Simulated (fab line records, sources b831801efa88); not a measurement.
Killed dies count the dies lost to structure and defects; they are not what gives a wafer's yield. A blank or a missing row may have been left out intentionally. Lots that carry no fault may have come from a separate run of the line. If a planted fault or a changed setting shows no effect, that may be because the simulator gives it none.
A lot that was struck, set against a sound lot + flow sky130 + 15 out of 708 route steps
Sound: wafers L669.2, L669.3, L669.6. Wafers L678.1, L678.2, L678.5 were the ones struck. Last of all comes the cause.
For every step that has rows: the tool of each side, followed by ch and its chambers, followed by its first start. Under that, the readings that differ: sound wafers + struck wafers + difference of the means + sigmas: that difference in standard deviations of wafers without a fault.
alike: readings whose means differ by less than 2 such deviations, and words and numbers that are the same on both sides. not compared: withheld readings, readings that some wafer has no value for, bounds like >300 that may hide the same value, and numbers for which the record gives no deviation and whose values overlap.
A row with sigmas, a row that says differs or no value, or rows on one side alone: a step with any of these is where the two part. When numbers do not overlap yet have no deviation, they are printed without sigmas and do not part them. Lack of a reading on every wafer of one side parts them only where that side has two or more wafers.

first, 3 steps without rows for these wafers: SKY_SONOS_TUNNEL_EXPOSE_04 (exposes mask TUNM, target cd 410 nm); SKY_SONOS_TUNNEL_PEB_05; SKY_SONOS_TUNNEL_DEVELOP_06 (develop time 60 s).
SKY_SONOS_TUNNEL_CD_MEAS_07: the cd target is 410 nm.
  sound on cd_sem-01, day 12 16:09; struck on cd_sem-01, day 15 14:17
  alike: cd_nm
SKY_SONOS_TUNNEL_OVL_MEAS_08:
  sound on overlay-02, day 12 16:16; struck on overlay-01, day 15 14:24
  alike: SONOS_TUNNEL_OVL
then, 3 steps without rows for these wafers: SKY_SONOS_TUNNEL_IMPLANT_09; SKY_SONOS_TUNNEL_WET_ETCH_10 (etches SiO2 in dHF, target depth 14 nm, time 280 s); SKY_SONOS_TUNNEL_STRIP_11 (strips in SPM, time 600 s).
SKY_SONOS_TUNNEL_TW_MEAS_12:
  sound on film_metro-02, day 12 16:43; struck on film_metro-03, day 15 14:51
  alike: SONOS_TUNNEL_TW
then, 2 steps without rows for these wafers: SKY_SONOS_TUNNEL_CLEAN_13 (cleans in dHF, time 20 s); SKY_SONOS_ONO_OXIDATION_00 (stabilise 600 s, purge 300 s, target thk 2.6 nm).
SKY_SONOS_ONO_THK_MEAS_01:
  sound on film_metro-02, day 12 21:04; struck on film_metro-02, day 15 19:35
  alike: SONOS_ONO_OXIDATION_THK
SKY_SONOS_ONO_CVD_02: deposits Si3N4 from DCS/NH3, target thk 10.5 nm, time 180 s.
  sound on lpcvd-02 ch 0, day 12 22:55; struck on lpcvd-02 ch 0, day 16 00:32
  alike: spike_tc_lower_C, zone_power_bottom_pct, zone_power_top_pct
SKY_SONOS_ONO_THK_MEAS_03:
  sound on film_metro-04, day 12 23:58; struck on film_metro-04, day 16 01:49
| reading                   | sound             | struck         | difference | sigmas |
|---------------------------|-------------------|----------------|------------|--------|
| SONOS_ONO_CVD_02_THK (nm) | 10.40 10.20 10.12 | 8.20 7.93 8.27 | -2.11      | -13    |
  not compared: hold
-- record jumps: 33 days separate the struck wafers' starts on either side; left off in module SONOS_ONO, taken up again in module PAD_OPEN, whose first shown step is the route's number 708 --
SKY_PAD_OPEN_PROBE_99:
  sound on prober-01, day 47 04:42; struck on prober-02, day 49 12:46
| reading             | sound | struck    | difference | sigmas |
|---------------------|-------|-----------|------------|--------|
| killed_at_front_end | 7 11  | 18 19 19  | +10        | +2     |
| killed_dies         | 77 77 | 89 107 98 | +21        | +2     |
| killed_open         | 36 39 | 43 70 45  | +15        | +2     |
  alike: killed_at_M0_to_M3, killed_at_M4_up, killed_at_contacts, killed_at_other, killed_short

== WHERE THEY PART ==
Earliest at SKY_SONOS_ONO_THK_MEAS_03; latest, in this record, at SKY_PAD_OPEN_PROBE_99.

WHY: what had been put in by the simulator
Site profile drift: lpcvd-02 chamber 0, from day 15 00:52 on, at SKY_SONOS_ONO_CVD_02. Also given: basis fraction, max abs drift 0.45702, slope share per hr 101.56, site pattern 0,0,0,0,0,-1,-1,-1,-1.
